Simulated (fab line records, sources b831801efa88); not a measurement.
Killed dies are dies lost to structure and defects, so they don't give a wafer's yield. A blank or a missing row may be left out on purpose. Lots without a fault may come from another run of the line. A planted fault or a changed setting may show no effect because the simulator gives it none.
Which tool did it? | flow sky130 | 24 lots, 72 wafers sampled, at 6 steps of a route of 708

WHAT THE GAUGES READ, wafer by wafer
SKY_CAPM_THK_MEAS_01.
lot  | measured     | on            | CAPM_CVD_00_THK (nm)
L074 | day 36 06:44 | film_metro-02 | 15.56 15.22 15.72
L075 | day 36 20:22 | film_metro-03 | 15.45 15.65 16.09
L076 | day 37 00:25 | film_metro-01 | 15.46 15.49 15.72
L077 | day 37 01:17 | film_metro-02 | 15.63 15.61 15.96
L078 | day 37 21:14 | film_metro-02 | 15.70 15.33 15.61
L079 | day 38 00:25 | film_metro-03 | 15.83 16.02 15.52
L080 | day 38 07:44 | film_metro-03 | 15.47 15.79 15.75
L081 | day 38 19:40 | film_metro-01 | 15.55 15.60 15.83
L082 | day 39 01:32 | film_metro-02 | 15.95 15.56 16.07
L083 | day 39 04:29 | film_metro-01 | 15.26 15.26 15.73
L084 | day 39 10:25 | film_metro-03 | 15.36 15.51 15.88
L085 | day 39 18:31 | film_metro-03 | 15.62 15.50 15.60
L086 | day 39 23:41 | film_metro-03 | 15.42 15.55 15.61
L087 | day 40 09:06 | film_metro-01 | 15.35 15.46 15.82
L088 | day 40 14:49 | film_metro-03 | 15.10 16.02 15.69
L089 | day 40 23:41 | film_metro-03 | 15.67 16.10 15.64
L090 | day 41 13:22 | film_metro-02 | 15.48 16.28 15.68
L091 | day 41 16:17 | film_metro-02 | 15.24 15.64 15.39
L092 | day 41 19:29 | film_metro-03 | 15.30 15.14 15.75
L093 | day 42 04:10 | film_metro-03 | 15.25 15.59 15.30
L094 | day 42 11:48 | film_metro-02 | 15.61 15.12 15.87
L095 | day 42 16:20 | film_metro-03 | 15.80 15.53 15.24
L096 | day 43 01:17 | film_metro-03 | 15.68 15.61 15.91
L097 | day 43 16:19 | film_metro-03 | 15.50 15.29 15.40

SKY_METAL3_OVL_MEAS_14.
lot  | measured     | on         | METAL3_OVL (nm)
L074 | day 38 10:01 | overlay-02 | -4 -1 2
L075 | day 38 22:44 | overlay-01 | 10 6 3
L076 | day 39 03:48 | overlay-02 | 3 8 6
L077 | day 39 05:13 | overlay-01 | 9 7 7
L078 | day 40 00:37 | overlay-01 | 12 13 13
L079 | day 40 03:44 | overlay-01 | 7 1 1
L080 | day 40 09:29 | overlay-01 | -7 2 -5
L081 | day 40 21:55 | overlay-02 | 16 16 14
L082 | day 41 03:34 | overlay-01 | 5 3 1
L083 | day 41 06:13 | overlay-02 | -1 11 9
L084 | day 41 11:20 | overlay-01 | 5 4 2
L085 | day 41 20:04 | overlay-01 | 2 -1 5
L086 | day 42 01:08 | overlay-01 | -4 -1 8
L087 | day 42 09:34 | overlay-02 | 5 3 1
L088 | day 42 14:02 | overlay-02 | 0 1 -12
L089 | day 42 22:22 | overlay-02 | -8 -5 -4
L090 | day 43 12:47 | overlay-02 | -7 3 0
L091 | day 43 14:40 | overlay-02 | 3 -4 4
L092 | day 43 17:31 | overlay-01 | 7 8 6
L093 | day 44 01:58 | overlay-01 | 2 -1 8
L094 | day 44 10:07 | overlay-01 | -5 2 4
L095 | day 44 14:49 | overlay-01 | 2 11 7
L096 | day 44 22:43 | overlay-02 | 1 1 -5
L097 | day 45 12:16 | overlay-02 | 3 0 -9

SKY_VIA3_THK_MEAS_23: measures by xrf.
lot  | measured     | on            | VIA3_W_THK (nm)
L074 | day 39 13:57 | film_metro-02 | 383 393 389
L075 | day 40 01:41 | film_metro-02 | 384 385 389
L076 | day 40 07:18 | film_metro-02 | 399 394 388
L077 | day 40 08:45 | film_metro-02 | 395 398 395
L078 | day 41 03:35 | film_metro-04 | 385 390 387
L079 | day 41 07:39 | film_metro-02 | 389 387 395
L080 | day 41 12:21 | film_metro-01 | 389 389 389
L081 | day 42 00:55 | film_metro-02 | 390 399 394
L082 | day 42 06:04 | film_metro-02 | 391 390 396
L083 | day 42 09:14 | film_metro-04 | 395 385 395
L084 | day 42 13:34 | film_metro-01 | 398 393 399
L085 | day 42 22:29 | film_metro-01 | 383 386 389
L086 | day 43 03:10 | film_metro-02 | 391 389 391
L087 | day 43 11:13 | film_metro-01 | 389 391 389
L088 | day 43 16:28 | film_metro-04 | 389 388 385
L089 | day 43 23:51 | film_metro-02 | 392 391 393
L090 | day 44 13:43 | film_metro-02 | 373 379 374
L091 | day 44 15:11 | film_metro-02 | 382 377 376
L092 | day 44 19:44 | film_metro-04 | 384 382 386
L093 | day 45 03:11 | film_metro-02 | 398 395 394
L094 | day 45 10:38 | film_metro-02 | 390 393 390
L095 | day 45 15:07 | film_metro-01 | 399 395 397
L096 | day 45 22:39 | film_metro-02 | 381 386 378
L097 | day 46 11:29 | film_metro-01 | 391 393 386

SKY_CAP2M_RS_MEAS_03: measures by four-point-probe.
lot  | measured     | on            | CAP2M_TIN_RS (ohm/sq)
L074 | day 39 14:40 | film_metro-02 | 6.84 6.89 6.88
L075 | day 40 02:24 | film_metro-02 | 6.85 6.85 6.85
L076 | day 40 08:00 | film_metro-04 | 6.84 6.82 6.86
L077 | day 40 09:28 | film_metro-04 | 6.96 6.92 6.92
L078 | day 41 04:17 | film_metro-03 | 6.96 6.98 6.99
L079 | day 41 08:22 | film_metro-02 | 6.86 6.88 6.91
L080 | day 41 13:05 | film_metro-03 | 6.84 6.82 6.84
L081 | day 42 01:38 | film_metro-03 | 6.87 6.82 6.86
L082 | day 42 06:48 | film_metro-03 | 6.91 6.90 6.84
L083 | day 42 09:56 | film_metro-04 | 6.92 6.84 6.83
L084 | day 42 14:17 | film_metro-02 | 6.83 6.76 6.76
L085 | day 42 23:11 | film_metro-04 | 6.89 6.89 6.89
L086 | day 43 03:53 | film_metro-03 | 6.94 6.91 6.93
L087 | day 43 12:01 | film_metro-04 | 7.10 6.96 7.00
L088 | day 43 17:26 | film_metro-04 | 6.95 6.81 6.86
L089 | day 44 00:34 | film_metro-04 | 6.80 6.85 6.83
L090 | day 44 14:28 | film_metro-02 | 6.93 6.98 7.04
L091 | day 44 15:54 | film_metro-03 | 6.87 6.79 6.79
L092 | day 44 20:27 | film_metro-03 | 6.80 6.93 6.87
L093 | day 45 03:55 | film_metro-03 | 6.92 6.95 6.94
L094 | day 45 11:21 | film_metro-03 | 6.94 6.90 6.83
L095 | day 45 15:50 | film_metro-02 | 6.84 6.86 6.87
L096 | day 45 23:21 | film_metro-04 | 6.75 6.86 6.81
L097 | day 46 12:11 | film_metro-02 | 6.98 6.96 7.02

WHICH TOOL RAN EACH LOT (tool, then ch and the chambers of the sampled wafers, then the start)
lot  | SKY_METAL1_SPUTTER_01        | SKY_METAL3_DESCUM_15
L074 | pvd_sputter-03, day 31 14:11 | rie_metal-03 ch 0,1, day 38 10:03
L075 | pvd_sputter-03, day 32 03:29 | rie_metal-03 ch 0,1, day 38 22:46
L076 | pvd_sputter-04, day 32 08:35 | rie_metal-03 ch 0,1, day 39 03:50
L077 | pvd_sputter-01, day 32 10:46 | rie_metal-01 ch 0,1, day 39 05:14
L078 | pvd_sputter-03, day 33 07:25 | rie_metal-02 ch 0,1, day 40 00:38
L079 | pvd_sputter-03, day 33 10:12 | rie_metal-03 ch 0, day 40 03:46
L080 | pvd_sputter-03, day 33 19:02 | rie_metal-01 ch 0,1, day 40 09:31
L081 | pvd_sputter-04, day 34 06:50 | rie_metal-01 ch 0,1, day 40 21:57
L082 | pvd_sputter-01, day 34 11:12 | rie_metal-03 ch 0, day 41 03:37
L083 | pvd_sputter-04, day 34 14:46 | rie_metal-03 ch 0,1, day 41 06:15
L084 | pvd_sputter-03, day 34 21:45 | rie_metal-02 ch 0,1, day 41 11:22
L085 | pvd_sputter-03, day 35 07:06 | rie_metal-03 ch 0,1, day 41 20:06
L086 | pvd_sputter-03, day 35 10:59 | rie_metal-02 ch 0,1, day 42 01:10
L087 | pvd_sputter-03, day 35 23:26 | rie_metal-01 ch 0,1, day 42 09:36
L088 | pvd_sputter-01, day 36 04:24 | rie_metal-03 ch 0, day 42 14:04
L089 | pvd_sputter-03, day 36 12:09 | rie_metal-02 ch 0,1, day 42 22:24
L090 | pvd_sputter-04, day 37 03:11 | rie_metal-02 ch 0,1, day 43 12:49
L091 | pvd_sputter-01, day 37 07:06 | rie_metal-03 ch 1, day 43 14:41
L092 | pvd_sputter-01, day 37 09:35 | rie_metal-03 ch 1, day 43 17:32
L093 | pvd_sputter-04, day 37 19:48 | rie_metal-03 ch 1, day 44 02:01
L094 | pvd_sputter-01, day 38 02:37 | rie_metal-02 ch 0,1, day 44 10:08
L095 | pvd_sputter-04, day 38 08:52 | rie_metal-03 ch 0,1, day 44 14:51
L096 | pvd_sputter-01, day 38 14:23 | rie_metal-02 ch 0,1, day 44 22:45
L097 | pvd_sputter-03, day 39 11:19 | rie_metal-02 ch 0,1, day 45 12:18
- SKY_METAL1_SPUTTER_01: material TiN, target thk 20 nm, time 16.7 s.
- SKY_METAL3_DESCUM_15: chemistry O2, time 8 s.

WHAT THE TOOLS THEMSELVES READ (means of the sampled wafers that have a number; where no wafer has one, the mark that the record gives instead)
SKY_METAL1_SPUTTER_01.
lot  | tool           | throttle_valve_pct (%)
L074 | pvd_sputter-03 | 30.2
L075 | pvd_sputter-03 | 30.8
L076 | pvd_sputter-04 | 30.5
L077 | pvd_sputter-01 | 28.4
L078 | pvd_sputter-03 | 30.3
L079 | pvd_sputter-03 | 30.7
L080 | pvd_sputter-03 | 30.0
L081 | pvd_sputter-04 | 30.5
L082 | pvd_sputter-01 | 27.9
L083 | pvd_sputter-04 | 29.3
L084 | pvd_sputter-03 | 30.4
L085 | pvd_sputter-03 | 30.4
L086 | pvd_sputter-03 | 30.8
L087 | pvd_sputter-03 | 30.4
L088 | pvd_sputter-01 | 29.6
L089 | pvd_sputter-03 | 30.4
L090 | pvd_sputter-04 | 30.3
L091 | pvd_sputter-01 | 29.4
L092 | pvd_sputter-01 | 29.3
L093 | pvd_sputter-04 | 29.7
L094 | pvd_sputter-01 | 29.9
L095 | pvd_sputter-04 | 30.2
L096 | pvd_sputter-01 | 27.7
L097 | pvd_sputter-03 | 30.3

SKY_METAL3_DESCUM_15.
lot  | tool         | drypump_motor_current_A (A) | oes_product_au (a.u.)
L074 | rie_metal-03 | 6.03                        | 1.003
L075 | rie_metal-03 | 6.03                        | 0.996
L076 | rie_metal-03 | 6.05                        | 0.995
L077 | rie_metal-01 | 5.78                        | 1.007
L078 | rie_metal-02 | 5.56                        | 0.992
L079 | rie_metal-03 | 6.08                        | 0.997
L080 | rie_metal-01 | 5.57                        | 1.011
L081 | rie_metal-01 | 5.79                        | 1.008
L082 | rie_metal-03 | 6.07                        | 0.999
L083 | rie_metal-03 | 6.05                        | 0.991
L084 | rie_metal-02 | 5.64                        | 0.990
L085 | rie_metal-03 | 6.05                        | 0.989
L086 | rie_metal-02 | 5.61                        | 0.992
L087 | rie_metal-01 | 5.77                        | 1.005
L088 | rie_metal-03 | 6.05                        | 1.002
L089 | rie_metal-02 | 5.61                        | 1.002
L090 | rie_metal-02 | 5.56                        | 1.000
L091 | rie_metal-03 | 6.02                        | 0.998
L092 | rie_metal-03 | 6.01                        | 0.993
L093 | rie_metal-03 | 6.03                        | 1.006
L094 | rie_metal-02 | 5.63                        | 0.988
L095 | rie_metal-03 | 6.05                        | 0.995
L096 | rie_metal-02 | 5.62                        | 0.988
L097 | rie_metal-02 | 5.57                        | 0.993

THE ANSWER, worked out from the rows above alone
Rule: what is usual is taken from the lots themselves. Put in order of their means at a reading, lots are off if they are a third of the lots or fewer, leave a main group of 4 or more, and stand apart from it by a gap of 3 or more times the standard deviation of the main group's means; of several such gaps the widest counts. A main group whose means are all the same, to the digits that the tables above print for the reading, isn't used. A lot without any number at a reading at which 4 lots or more have one is off too. The other lots that the step has rows for count as sound. The gauges are gone through in route order, then the tools' own readings, and for those a lot's mean is taken as printed above. The first step at which some lot is off is used, and at that step the reading that is off furthest; a lot without a number counts as furthest.
No lot is off at any reading shown: from this, nothing can be told.

WHAT THE SIMULATOR HAD PUT IN
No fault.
